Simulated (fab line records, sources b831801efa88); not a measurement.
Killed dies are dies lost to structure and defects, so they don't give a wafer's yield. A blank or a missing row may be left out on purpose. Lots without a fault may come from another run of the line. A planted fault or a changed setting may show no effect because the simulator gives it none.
Which tool did it? | flow sfq_line | 14 lots, 42 wafers sampled, at 1 step of a route of 325

WHAT THE GAUGES READ, wafer by wafer
SFQ_M0_RS_MEAS_904: measures by four-point-probe. Usual: M0_NB_RS 0.889 ohm/sq, standard deviation 0.011.
lot  | measured     | on            | M0_NB_RS (ohm/sq) | flag
L495 | day 5 08:07  | film_metro-02 | 0.861 0.872 0.877 |
L496 | day 5 10:31  | film_metro-03 | 0.878 0.885 0.883 |
L497 | day 5 14:07  | film_metro-02 | 0.885 0.909 0.889 |
L498 | day 5 16:31  | film_metro-02 | 0.879 0.878 0.875 |
L499 | day 5 20:07  | film_metro-02 | 0.901 0.897 0.894 |
L500 | day 5 21:56  | film_metro-02 | 0.891 0.898 0.886 |
L501 | day 6 04:44  | film_metro-01 | 0.900 0.898 0.902 |
L502 | day 6 07:07  | film_metro-01 | 0.889 0.877 0.892 |
L503 | day 6 12:31  | film_metro-01 | 0.884 0.886 0.885 |
L505 | day 6 23:43  | film_metro-02 | 0.881 0.895 0.896 |
L506 | day 7 09:20  | film_metro-02 | 0.903 0.900 0.904 |
L510 | day 11 10:40 | film_metro-02 | 0.880 0.889 0.884 |
L513 | day 12 16:39 | film_metro-03 | 0.899 0.902 0.907 |
L517 | day 14 11:22 | film_metro-03 | 0.886 0.873 0.882 |

WHICH TOOL RAN EACH LOT (tool, then ch and the chambers of the sampled wafers, then the start)
The record holds no process step before these readings.

WHAT THE TOOLS THEMSELVES READ (means of the sampled wafers that have a number; where no wafer has one, the mark that the record gives instead)
The record holds no such reading with a usual standard deviation.

THE ANSWER, worked out from the rows above alone
Rule: a lot is off if the mean of its wafers that have a number lies more than 3 standard deviations from the usual mean. A lot without any number at a reading at which 4 lots or more have one is off too. The other lots that the step has rows for count as sound. The gauges are gone through in route order, then the tools' own readings, and for those a lot's mean is taken as printed above. The first step at which some lot is off is used, and at that step the reading that is off furthest; a lot without a number counts as furthest.
No lot is off at any reading shown: from this, nothing can be told.

WHAT THE SIMULATOR HAD PUT IN
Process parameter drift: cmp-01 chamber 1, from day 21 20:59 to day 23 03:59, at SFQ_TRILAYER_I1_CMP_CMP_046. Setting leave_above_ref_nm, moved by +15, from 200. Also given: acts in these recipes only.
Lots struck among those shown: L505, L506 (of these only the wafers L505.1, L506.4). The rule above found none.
